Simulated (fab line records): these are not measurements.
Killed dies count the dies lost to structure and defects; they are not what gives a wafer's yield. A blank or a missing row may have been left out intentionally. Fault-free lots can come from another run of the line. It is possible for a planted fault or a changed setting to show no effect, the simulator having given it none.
The same fault as seen by 2 desks -- flow gf180mcu -- every desk sees just its own numbers, and what lay behind them comes last

## FOR THE TOOL OWNER'S DESK: pecvd-04
The tool's own readings at GF_MIM_CVD_05 (deposits Si3N4, target thk 42 nm, time 29.086 s): means of the sampled wafers that have a number, for each lot that ran on this tool. Marked OUT: a lot whose mean sits more than 4 standard deviations from the usual mean, which makes it out of limits; the brackets give that distance.
Columns: A = heater power w at GF_MIM_CVD_05, usual 648 W
lot,first seen here,A
L724,day 24 15:26,658
L725,day 25 04:20,604
L726,day 25 19:05,674
L727,day 26 02:23,684
L728,day 26 08:17,685
L731,day 27 07:40,657
L733,day 27 22:38,664
L744,day 31 05:34,683
This desk's finding: nothing out of limits on any of the 8 lots.

## AT THE METROLOGY DESK
Lot by lot, what the gauges showed, no matter which tool ran the lot: averages of those sampled wafers that carry a number. Marked OUT: a lot whose mean sits more than 4 standard deviations from the usual mean, which makes it out of limits; the brackets give that distance.
Columns: A = MIM_CVD_05_THK at GF_MIM_THK_MEAS_06, usual 42.0 nm
lot,first seen here,A
L724,day 24 15:30,42.3
L725,day 25 04:22,42.1
L726,day 25 19:07,40.9
L727,day 26 02:25,41.7
L728,day 26 08:19,41.9
L731,day 27 07:41,53.5 (+19) OUT
L733,day 27 22:41,54.2 (+21) OUT
L740,day 29 18:22,42.2
L741,day 30 02:58,41.4
L742,day 30 08:38,41.6
L745,day 31 04:57,42.4
L744,day 31 05:37,41.5
L746,day 31 07:56,41.9
This desk's finding: out of limits on L731, L733; first on L731, day 27 07:41 (MIM_CVD_05_THK at GF_MIM_THK_MEAS_06). L724, L725, L726, L727, L728, L740, L741, L742, L745, L744, L746 stayed within limits.

## BROUGHT TOGETHER
Metrology desk: alarm possible at day 27 07:41 on L731, L733.
The tool owner's desk saw nothing out of limits.
Tool owner's desk: L731, L733 on record, inside its limits.
GF_MIM_CVD_05 was run on pecvd-04 by each of the lots named.

## WHAT WAS PUT IN BY THE SIMULATOR
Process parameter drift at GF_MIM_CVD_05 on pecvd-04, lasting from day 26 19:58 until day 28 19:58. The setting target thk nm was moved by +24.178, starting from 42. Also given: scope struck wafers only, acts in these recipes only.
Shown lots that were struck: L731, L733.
Per desk, hours elapsed from the start of the fault to the first reading out of limits: for the metrology desk, 12.
